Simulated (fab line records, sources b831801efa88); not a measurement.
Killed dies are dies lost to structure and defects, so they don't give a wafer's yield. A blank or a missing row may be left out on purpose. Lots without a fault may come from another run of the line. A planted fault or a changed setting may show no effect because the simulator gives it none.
Which tool did it? | flow gf180mcu | 14 lots, 42 wafers sampled, at 5 steps of a route of 602

WHAT THE GAUGES READ, wafer by wafer
The record holds no reading of a measuring or inspecting step that can be judged against a usual standard deviation.

WHICH TOOL RAN EACH LOT (tool, then ch and the chambers of the sampled wafers, then the start)
lot  | GF_MIM_SPUTTER_08            | GF_V5_SPUTTER_22             | GF_PASSIVATION_CVD_02           | GF_PASSIVATION_ETCH_11             | GF_PASSIVATION_STRIP_12
L903 | pvd_sputter-04, day 24 12:23 | pvd_sputter-01, day 27 06:27 | pecvd-03 ch 0,1,2, day 28 04:31 | rie_diel-02 ch 2,3, day 29 00:13   | plasma_asher-03 ch 0,1, day 29 00:29
L904 | pvd_sputter-03, day 24 22:31 | pvd_sputter-01, day 27 15:51 | pecvd-01 ch 0,1,2, day 28 12:52 | rie_diel-02 ch 1,2,3, day 29 08:24 | plasma_asher-04 ch 0,1, day 29 08:38
L905 | pvd_sputter-03, day 25 07:34 | pvd_sputter-01, day 28 01:36 | pecvd-01 ch 0,2, day 28 23:04   | rie_diel-03 ch 0,1, day 29 18:33   | plasma_asher-03 ch 0,1, day 29 18:47
L906 | pvd_sputter-03, day 25 10:22 | pvd_sputter-04, day 28 02:43 | pecvd-01 ch 0,1,2, day 29 00:52 | rie_diel-04 ch 0,1,3, day 29 19:33 | plasma_asher-01 ch 1, day 29 19:47
L907 | pvd_sputter-02, day 25 23:26 | pvd_sputter-03, day 28 14:30 | pecvd-04 ch 0,1, day 29 11:32   | rie_diel-03 ch 0,2, day 30 06:09   | plasma_asher-04 ch 0,1, day 30 06:23
L909 | pvd_sputter-02, day 26 14:29 | pvd_sputter-03, day 29 05:19 | pecvd-01 ch 1,2, day 30 01:43   | rie_diel-04 ch 0,2,3, day 30 20:15 | plasma_asher-03 ch 0,1, day 30 20:29
L910 | pvd_sputter-02, day 26 17:20 | pvd_sputter-03, day 29 07:07 | pecvd-03 ch 0,1,2, day 30 03:52 | rie_diel-02 ch 0,3, day 30 22:01   | plasma_asher-01 ch 0,1, day 30 22:15
L911 | pvd_sputter-04, day 27 09:53 | pvd_sputter-04, day 29 22:48 | pecvd-03 ch 1,2, day 30 18:23   | rie_diel-04 ch 1,2, day 31 12:01   | plasma_asher-01 ch 0,1, day 31 12:15
L916 | pvd_sputter-03, day 28 16:37 | pvd_sputter-04, day 31 03:08 | pecvd-01 ch 1,2, day 31 21:48   | rie_diel-04 ch 1,2,3, day 32 14:42 | plasma_asher-03 ch 0,1, day 32 14:56
L919 | pvd_sputter-02, day 29 15:47 | pvd_sputter-04, day 32 00:20 | pecvd-01 ch 0,1,2, day 32 18:15 | rie_diel-04 ch 0,1,3, day 33 09:51 | plasma_asher-04 ch 0,1, day 33 10:05
L922 | pvd_sputter-04, day 30 09:37 | pvd_sputter-04, day 32 15:38 | pecvd-01 ch 0,1, day 33 08:53   | rie_diel-04 ch 0,1,3, day 34 00:33 | plasma_asher-04 ch 0,1, day 34 00:47
L923 | pvd_sputter-04, day 30 14:37 | pvd_sputter-03, day 32 20:43 | pecvd-01 ch 0,1,2, day 33 13:24 | rie_diel-04 ch 2,3, day 34 04:46   | plasma_asher-04 ch 0,1, day 34 05:00
L924 | pvd_sputter-04, day 30 21:46 | pvd_sputter-01, day 33 02:06 | pecvd-04 ch 1,2, day 33 19:49   | rie_diel-03 ch 1,2, day 34 11:34   | plasma_asher-01 ch 0,1, day 34 11:48
L925 | pvd_sputter-03, day 31 04:47 | pvd_sputter-03, day 33 10:06 | pecvd-03 ch 0,1,2, day 34 03:30 | rie_diel-03 ch 1,2, day 34 18:21   | plasma_asher-03 ch 0,1, day 34 18:37
- GF_MIM_SPUTTER_08: material AlCu, target thk 200 nm, time 10.6 s.
- GF_V5_SPUTTER_22: material TiN, target thk 10 nm, time 40 s.
- GF_PASSIVATION_CVD_02: deposits Si3N4, target thk 700 nm, time 486.18 s.
- GF_PASSIVATION_ETCH_11: etches the open film in CF4/O2, stops on TiN, target depth 1800 nm, time 400 s.
- GF_PASSIVATION_STRIP_12: strips in O2/N2.

WHAT THE TOOLS THEMSELVES READ (means of the sampled wafers that have a number; where no wafer has one, the mark that the record gives instead)
GF_MIM_SPUTTER_08.
lot  | tool           | throttle_valve_pct (%)
L903 | pvd_sputter-04 | 29.5
L904 | pvd_sputter-03 | 29.7
L905 | pvd_sputter-03 | 30.2
L906 | pvd_sputter-03 | 30.0
L907 | pvd_sputter-02 | 30.2
L909 | pvd_sputter-02 | 30.7
L910 | pvd_sputter-02 | 30.7
L911 | pvd_sputter-04 | 29.5
L916 | pvd_sputter-03 | 29.9
L919 | pvd_sputter-02 | 30.1
L922 | pvd_sputter-04 | 29.9
L923 | pvd_sputter-04 | 29.3
L924 | pvd_sputter-04 | 29.9
L925 | pvd_sputter-03 | 29.9

GF_V5_SPUTTER_22.
lot  | tool           | throttle_valve_pct (%)
L903 | pvd_sputter-01 | 29.6
L904 | pvd_sputter-01 | 29.5
L905 | pvd_sputter-01 | 29.9
L906 | pvd_sputter-04 | 29.0
L907 | pvd_sputter-03 | 30.1
L909 | pvd_sputter-03 | 30.1
L910 | pvd_sputter-03 | 30.0
L911 | pvd_sputter-04 | 29.6
L916 | pvd_sputter-04 | 29.8
L919 | pvd_sputter-04 | 29.8
L922 | pvd_sputter-04 | 29.6
L923 | pvd_sputter-03 | 29.8
L924 | pvd_sputter-01 | 29.3
L925 | pvd_sputter-03 | 30.2

GF_PASSIVATION_CVD_02.
lot  | tool     | heater_power_w (W)
L903 | pecvd-03 | 846
L904 | pecvd-01 | 642
L905 | pecvd-01 | 552
L906 | pecvd-01 | 577
L907 | pecvd-04 | 520
L909 | pecvd-01 | 630
L910 | pecvd-03 | 774
L911 | pecvd-03 | 790
L916 | pecvd-01 | 590
L919 | pecvd-01 | 652
L922 | pecvd-01 | 645
L923 | pecvd-01 | 637
L924 | pecvd-04 | 585
L925 | pecvd-03 | 816

GF_PASSIVATION_ETCH_11.
lot  | tool        | drypump_motor_current_A (A) | oes_product_au (a.u.) | rf_fwd_power_W (W) | throttle_valve_pct (%)
L903 | rie_diel-02 | 5.8                         | 0.966                 | 798.5              | 5.963
L904 | rie_diel-02 | 6.0                         | 0.967                 | 797.7              | 5.966
L905 | rie_diel-03 | 5.6                         | 0.968                 | 800.2              | 5.967
L906 | rie_diel-04 | 6.3                         | 0.974                 | 799.8              | 5.957
L907 | rie_diel-03 | 5.6                         | 0.974                 | 800.6              | 5.961
L909 | rie_diel-04 | 5.7                         | 0.975                 | 798.4              | 5.962
L910 | rie_diel-02 | 5.9                         | 0.961                 | 796.4              | 5.954
L911 | rie_diel-04 | 5.6                         | 0.965                 | 799.1              | 5.962
L916 | rie_diel-04 | 5.9                         | 0.970                 | 798.9              | 5.963
L919 | rie_diel-04 | 6.3                         | 0.971                 | 795.9              | 5.959
L922 | rie_diel-04 | 6.3                         | 0.947                 | 756.5              | 5.947
L923 | rie_diel-04 | 5.7                         | 0.933                 | 711.1              | 5.959
L924 | rie_diel-03 | 5.5                         | 0.971                 | 798.1              | 5.959
L925 | rie_diel-03 | 5.6                         | 0.966                 | 799.2              | 5.964

GF_PASSIVATION_STRIP_12.
lot  | tool            | drypump_motor_current_A (A) | heater_power_w (W) | oes_product_au (a.u.) | strip_time_to_endpoint_s (s)
L903 | plasma_asher-03 | 5.9                         | 329                | 0.720                 | 34.84
L904 | plasma_asher-04 | 5.5                         | 334                | 0.720                 | 34.94
L905 | plasma_asher-03 | 5.7                         | 336                | 0.716                 | 34.48
L906 | plasma_asher-01 | 5.3                         | 321                | 0.716                 | 34.39
L907 | plasma_asher-04 | 5.5                         | 338                | 0.717                 | 34.57
L909 | plasma_asher-03 | 5.9                         | 328                | 0.722                 | 34.58
L910 | plasma_asher-01 | 5.4                         | 312                | 0.718                 | 34.74
L911 | plasma_asher-01 | 5.4                         | 320                | 0.717                 | 34.62
L916 | plasma_asher-03 | 5.7                         | 333                | 0.727                 | 34.57
L919 | plasma_asher-04 | 5.4                         | 329                | 0.720                 | 34.64
L922 | plasma_asher-04 | 5.5                         | 334                | 0.718                 | 35.32
L923 | plasma_asher-04 | 5.3                         | 327                | 0.719                 | 36.13
L924 | plasma_asher-01 | 5.4                         | 317                | 0.725                 | 34.58
L925 | plasma_asher-03 | 5.9                         | 333                | 0.719                 | 34.45

THE ANSWER, worked out from the rows above alone
Rule: what is usual is taken from the lots themselves. Put in order of their means at a reading, lots are off if they are a third of the lots or fewer, leave a main group of 4 or more, and stand apart from it by a gap of 3 or more times the standard deviation of the main group's means; of several such gaps the widest counts. A main group whose means are all the same, to the digits that the tables above print for the reading, isn't used. A lot without any number at a reading at which 4 lots or more have one is off too. The other lots that the step has rows for count as sound. The gauges are gone through in route order, then the tools' own readings, and for those a lot's mean is taken as printed above. The first step at which some lot is off is used, and at that step the reading that is off furthest; a lot without a number counts as furthest.
Off: L922, L923, at GF_PASSIVATION_ETCH_11 (rf_fwd_power_W). The main group: mean 798.6 W, standard deviation 1.4.
A tool fits if, at that step or a process step before it, it ran every lot that is off, and no sound lot after the first of them. Can't be told from this: 2 tools fit, pecvd-01 at GF_PASSIVATION_CVD_02, rie_diel-04 at GF_PASSIVATION_ETCH_11.

WHAT THE SIMULATOR HAD PUT IN
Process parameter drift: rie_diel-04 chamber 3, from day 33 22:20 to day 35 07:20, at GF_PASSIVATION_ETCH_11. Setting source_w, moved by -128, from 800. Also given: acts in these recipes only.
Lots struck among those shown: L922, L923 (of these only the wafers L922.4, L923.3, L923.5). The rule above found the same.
